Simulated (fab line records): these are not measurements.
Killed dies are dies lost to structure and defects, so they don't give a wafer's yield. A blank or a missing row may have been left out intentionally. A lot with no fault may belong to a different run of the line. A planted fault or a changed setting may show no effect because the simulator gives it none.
Chamber matching + flow sky130 + 4 sister chambers for SKY_POLY_GATE_ETCH_16 on rie_diel-02
The step etches Si3N4 in CH3F/O2, stops on poly-Si, time 147.5 s, target depth 75 nm. 8 wafers are shown with their chamber, then 9 later ones without.

WAFERS, EACH WITH ITS CHAMBER
| wafer  | chamber | oes_product_au (a.u.) | throttle_valve_pct (%) |
|--------|---------|-----------------------|------------------------|
| L074.5 | 0       | 0.637                 | 10.519                 |
| L082.5 | 0       | 0.632                 | 10.537                 |
| L084.6 | 1       | 0.632                 | 10.533                 |
| L083.2 | 3       | 0.637                 | 10.528                 |
| L083.4 | 2       | 0.636                 | 10.505                 |
| L087.2 | 1       | 0.635                 | 10.535                 |
| L087.3 | 3       | 0.642                 | 10.533                 |
| L087.5 | 2       | 0.637                 | 10.535                 |

WAFERS WHOSE CHAMBER IS MISSING
| wafer  | oes_product_au (a.u.) | throttle_valve_pct (%) |
|--------|-----------------------|------------------------|
| L090.2 | 0.641                 | 10.530                 |
| L090.4 | 0.638                 | 10.549                 |
| L090.5 | 0.634                 | 10.534                 |
| L092.2 | 0.633                 | 10.533                 |
| L092.4 | 0.646                 | 10.548                 |
| L092.6 | 0.638                 | 10.544                 |
| L095.1 | 0.649                 | 10.529                 |
| L095.3 | 0.644                 | 10.542                 |
| L095.5 | 0.636                 | 10.532                 |

CHAMBER TAKEN BY EACH
| wafer  | from the rows above               | in truth |
|--------|-----------------------------------|----------|
| L090.2 | can't be placed: 3 or 2 or 0      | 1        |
| L090.4 | can't be placed: 3 or 1 or 0 or 2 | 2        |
| L090.5 | can't be placed: 1 or 0 or 2 or 3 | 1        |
| L092.2 | can't be placed: 1 or 0 or 2      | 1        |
| L092.4 | can't be placed: 3 or 2 or 0 or 1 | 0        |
| L092.6 | can't be placed: 3 or 0 or 1 or 2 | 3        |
| L095.1 | can't be placed: 3 or 2 or 0      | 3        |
| L095.3 | can't be placed: 3 or 2 or 0      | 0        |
| L095.5 | can't be placed: 0 or 1 or 2 or 3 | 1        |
Placed correctly: 0 of 9. These rows do not allow placing 9 (true chamber among the candidates in 8). Placed wrongly: 0.
How it was worked out, from the rows above alone: a wafer's distance from a chamber is the root of the sum, over the readings, of the square of ((its reading less the chamber's mean) divided by the reading's scatter). The wafer belongs to the nearest chamber; if the next one is less than 2 further off, it can't be placed. For every chamber, the mean is computed from those of its wafers that are shown. The scatter: the root of (the sum of the squares of (reading less its chamber's mean) over the shown wafers, divided by (wafers less chambers)).
